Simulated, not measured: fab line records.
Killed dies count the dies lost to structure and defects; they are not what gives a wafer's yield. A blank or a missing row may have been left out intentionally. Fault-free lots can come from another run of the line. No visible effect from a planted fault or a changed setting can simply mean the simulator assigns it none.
Problem report, 8D (eight disciplines) form, completed by code | flow gf180mcu | the parts of the form that need people (team, actions taken, sign-off) are left out

1. THE PROBLEM
run length s at GF_DUAL_GATE_SOFTBAKE_07 reads a mean of 97.14 s on 6 wafers of 2 lots; wafers without a fault read 89.22 s with a standard deviation of 0.14. That is +57 standard deviations from the usual mean.
The step: time 60 s.
The first sign was on wafer L933.3 at day 14 03:36, on litho track-04. The record holds 42 wafers of 14 lots with a number at this step. Rule for "out", or "out of limits": more than 4 standard deviations from the usual mean. Any other wafer with a number is counted as sound.

2. WHAT THIS IS AND IS NOT
question                    | is                     | is not
which readings at this step | run length s           | -
which lots                  | L933, L934             | L915, L917, L919, L920, L921, L922, L924, L925, L926, L927, L928, L935
which wafers of those lots  | all that have a number | -
read on which tools         | litho track-04         | litho track-01, litho track-03
when                        | from day 14 03:36      | up to then (33 sound wafers); but 3 sound wafers of L935 came after

3. WHAT RULES OUT EACH SUSPECT
Counting: a tool stays on the suspect list if, at a process step up to the reading, it processed all lots that are out and no sound lot following the first of them.
- litho track-04 at GF_DUAL_GATE_SOFTBAKE_07 (time 60 s): kept. It processed each lot that is out, first L933 at day 14 03:36, and no sound lot thereafter; up to then, the last sound lot it processed was L927 at day 12 08:19. On those wafers its own readings are out: run length s.
The count leaves litho track-04 at GF_DUAL_GATE_SOFTBAKE_07.

4. THE CAUSE (what the simulator had put in)
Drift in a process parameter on litho track-04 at GF_DUAL_GATE_SOFTBAKE_07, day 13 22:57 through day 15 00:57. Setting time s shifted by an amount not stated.
Only this tool survived the counting.

5. THE CHAIN OF EFFECTS, in route order
Rows list readings where the struck wafers' mean (over those with a number) sits beyond 3 standard deviations from the usual. Only readings whose record carries a usual standard deviation are examined. hours: median over the lots of the time between each lot's start at the first step of this table that gives one and its start at this step. sigmas: the change, counted in usual standard deviations.
hours | step                     | reading      | usual   | on struck wafers | change | sigmas
0     | GF_DUAL_GATE_SOFTBAKE_07 | run length s | 89.22 s | 97.14            | +7.92  | +57
The process steps in it:
- GF_DUAL_GATE_SOFTBAKE_07: time 60 s.
At these later measuring or inspecting steps, every struck wafer for which the step has a row has a number for every such reading, and none has moved that far: GF_M1_CD_MEAS_14.

6. WHAT WOULD HAVE CAUGHT IT SOONER
In this record the first reading out of limits was taken at day 14 03:36, 5 hours after the fault began at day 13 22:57.
